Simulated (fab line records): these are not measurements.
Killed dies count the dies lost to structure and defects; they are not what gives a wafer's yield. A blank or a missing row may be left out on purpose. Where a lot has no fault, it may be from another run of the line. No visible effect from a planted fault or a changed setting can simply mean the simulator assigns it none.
Which tool is to blame?    flow gf180mcu    11 lots with 33 wafers sampled at 5 steps, on a route of 602 steps

## WHAT THE GAUGES SHOWED, per wafer
GF_V2_THK_MEAS_03.
lot   measured      on             V2_CVD_02_THK (nm)
L240  day 22 14:32  film-metro-03  834 864 854
L241  day 23 02:04  film-metro-04  856 841 851
L244  day 23 22:11  film-metro-04  836 837 849
L246  day 24 12:00  film-metro-02  855 870 856
L248  day 25 00:38  film-metro-04  834 863 845
L250  day 25 19:13  film-metro-04  825 840 1457
L252  day 26 05:11  film-metro-03  844 851 1463
L253  day 26 16:46  film-metro-04  836 844 847
L256  day 27 11:08  film-metro-04  848 830 848
L258  day 27 23:58  film-metro-03  831 834 861
L260  day 28 08:40  film-metro-02  852 834 872

## WHICH TOOL RAN EACH LOT (tool, then ch and the chambers of the sampled wafers, then the start)
lot   GF_M2_SPUTTER_00              GF_M2_METAL_ETCH_16                GF_M2_STRIP_17                        GF_V2_CVD_02
L240  pvd-sputter-03, day 21 12:25  rie-metal-03 ch 0,1, day 22 13:40  plasma-asher-02 ch 0,1, day 22 13:47  pecvd-01 ch 1,2, day 22 14:27
L241  pvd-sputter-04, day 22 00:13  rie-metal-01 ch 0,1, day 23 01:13  plasma-asher-04 ch 0,1, day 23 01:20  pecvd-03 ch 0,1,2, day 23 01:59
L244  pvd-sputter-04, day 22 20:25  rie-metal-01 ch 1, day 23 21:13    plasma-asher-01 ch 0,1, day 23 21:24  pecvd-01 ch 1,2, day 23 22:06
L246  pvd-sputter-01, day 23 10:28  rie-metal-02 ch 0,1, day 24 11:07  plasma-asher-01 ch 0,1, day 24 11:14  pecvd-01 ch 0,1, day 24 11:55
L248  pvd-sputter-01, day 23 23:49  rie-metal-01 ch 1, day 24 23:44    plasma-asher-02 ch 0,1, day 24 23:55  pecvd-02 ch 0,1,2, day 25 00:33
L250  pvd-sputter-04, day 24 19:31  rie-metal-02 ch 0,1, day 25 18:22  plasma-asher-02 ch 0,1, day 25 18:29  pecvd-01 ch 1,2, day 25 19:08
L252  pvd-sputter-03, day 25 06:07  rie-metal-02 ch 0,1, day 26 04:16  plasma-asher-01 ch 0,1, day 26 04:23  pecvd-01 ch 0,1, day 26 05:07
L253  pvd-sputter-01, day 25 17:26  rie-metal-01 ch 0,1, day 26 15:55  plasma-asher-04 ch 0,1, day 26 16:01  pecvd-02 ch 0,1,2, day 26 16:41
L256  pvd-sputter-04, day 26 11:46  rie-metal-01 ch 1, day 27 10:16    plasma-asher-04 ch 1, day 27 10:23    pecvd-03 ch 1,2, day 27 11:03
L258  pvd-sputter-04, day 27 01:01  rie-metal-02 ch 0,1, day 27 23:04  plasma-asher-01 ch 0,1, day 27 23:11  pecvd-03 ch 0,1,2, day 27 23:53
L260  pvd-sputter-03, day 27 09:49  rie-metal-01 ch 0,1, day 28 07:48  plasma-asher-01 ch 0,1, day 28 07:55  pecvd-02 ch 0,2, day 28 08:35
- GF_M2_SPUTTER_00: material Ti, target thk 37.5 nm, time 150 s.
- GF_M2_METAL_ETCH_16: etches the open film in Cl2/BCl3, stops on SiO2, target depth 627.5 nm, time 104.6 s.
- GF_M2_STRIP_17: strips in O2/N2.
- GF_V2_CVD_02: deposits SiO2 from TEOS, target thk 850 nm, time 94.851 s.

## WHAT THE TOOLS THEMSELVES READ (means of the sampled wafers that have a number; where no wafer has one, the mark that the record gives instead)
GF_M2_SPUTTER_00.
lot   tool            throttle-valve-pct (%)
L240  pvd-sputter-03  29.0
L241  pvd-sputter-04  30.4
L244  pvd-sputter-04  30.6
L246  pvd-sputter-01  29.7
L248  pvd-sputter-01  30.0
L250  pvd-sputter-04  30.1
L252  pvd-sputter-03  29.1
L253  pvd-sputter-01  30.4
L256  pvd-sputter-04  31.3
L258  pvd-sputter-04  30.9
L260  pvd-sputter-03  29.0

GF_M2_METAL_ETCH_16.
lot   tool          drypump-motor-current-A (A)  oes-product-au (a.u.)  throttle-valve-pct (%)
L240  rie-metal-03  5.3                          0.971                  28.263
L241  rie-metal-01  6.3                          0.983                  28.244
L244  rie-metal-01  5.6                          0.979                  28.256
L246  rie-metal-02  5.9                          0.978                  28.254
L248  rie-metal-01  5.6                          0.971                  28.248
L250  rie-metal-02  5.9                          0.973                  28.237
L252  rie-metal-02  5.9                          0.968                  28.253
L253  rie-metal-01  6.0                          0.970                  28.253
L256  rie-metal-01  5.6                          0.973                  28.246
L258  rie-metal-02  5.9                          0.973                  28.255
L260  rie-metal-01  6.3                          0.966                  28.246

GF_M2_STRIP_17.
lot   tool             drypump-motor-current-A (A)  heater-power-w (W)  o2-flow-sccm (sccm)  oes-product-au (a.u.)  strip-time-to-endpoint-s (s)
L240  plasma-asher-02  5.6                          343                 3007                 0.555                  7.83
L241  plasma-asher-04  5.6                          400                 3001                 0.558                  7.80
L244  plasma-asher-01  5.6                          416                 3000                 0.552                  7.84
L246  plasma-asher-01  5.6                          413                 2991                 0.554                  7.82
L248  plasma-asher-02  5.6                          342                 3000                 0.555                  7.79
L250  plasma-asher-02  5.3                          319                 3002                 0.552                  7.79
L252  plasma-asher-01  5.5                          411                 2998                 0.564                  7.90
L253  plasma-asher-04  5.3                          365                 3010                 0.552                  7.76
L256  plasma-asher-04  6.0                          431                 2993                 0.559                  7.84
L258  plasma-asher-01  5.6                          436                 3001                 0.563                  7.90
L260  plasma-asher-01  5.6                          413                 2998                 0.558                  7.83

GF_V2_CVD_02.
lot   tool      heater-power-w (W)
L240  pecvd-01  633
L241  pecvd-03  681
L244  pecvd-01  640
L246  pecvd-01  730
L248  pecvd-02  697
L250  pecvd-01  701
L252  pecvd-01  735
L253  pecvd-02  754
L256  pecvd-03  680
L258  pecvd-03  732
L260  pecvd-02  669

## THE ANSWER, worked out from the rows above alone
Rule: usual is defined by the lots themselves. Put in order of their means at a reading, lots are off if they are a third of the lots or fewer, leave a main group of 4 or more, and stand apart from it by a gap of 3 or more times the standard deviation of the main group's means; of several such gaps the widest counts. Not used: any main group whose means are identical at the precision the tables above print for the reading. Also off: a lot with no number at a reading for which 4 or more lots have one. All remaining lots with rows at the step are treated as sound. The gauges are gone through in route order, then the tools' own readings, and for those a lot's mean is taken as printed above. At the first step where some lot is off, the reading lying furthest off is the one used; lots without a number count as furthest.
Off: at GF_V2_THK_MEAS_03 (V2_CVD_02_THK), L250, L252. Main group: mean 847 nm, sd 6.1.
A tool fits if, at a process step before that reading, it ran every lot that is off, and no sound lot after the first of them. Those tools and the gauges at GF_V2_THK_MEAS_03 are tried in the same way. One fits: GF_V2_CVD_02 on pecvd-01. A fault onset in the window from L246 (day 24 11:55, its last sound lot) to L250 (day 25 19:08, its first lot off) fits.

## WHAT THE SIMULATOR HAD INSERTED
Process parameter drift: pecvd-01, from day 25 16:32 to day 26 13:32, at GF_V2_CVD_02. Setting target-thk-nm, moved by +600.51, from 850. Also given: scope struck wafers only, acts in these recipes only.
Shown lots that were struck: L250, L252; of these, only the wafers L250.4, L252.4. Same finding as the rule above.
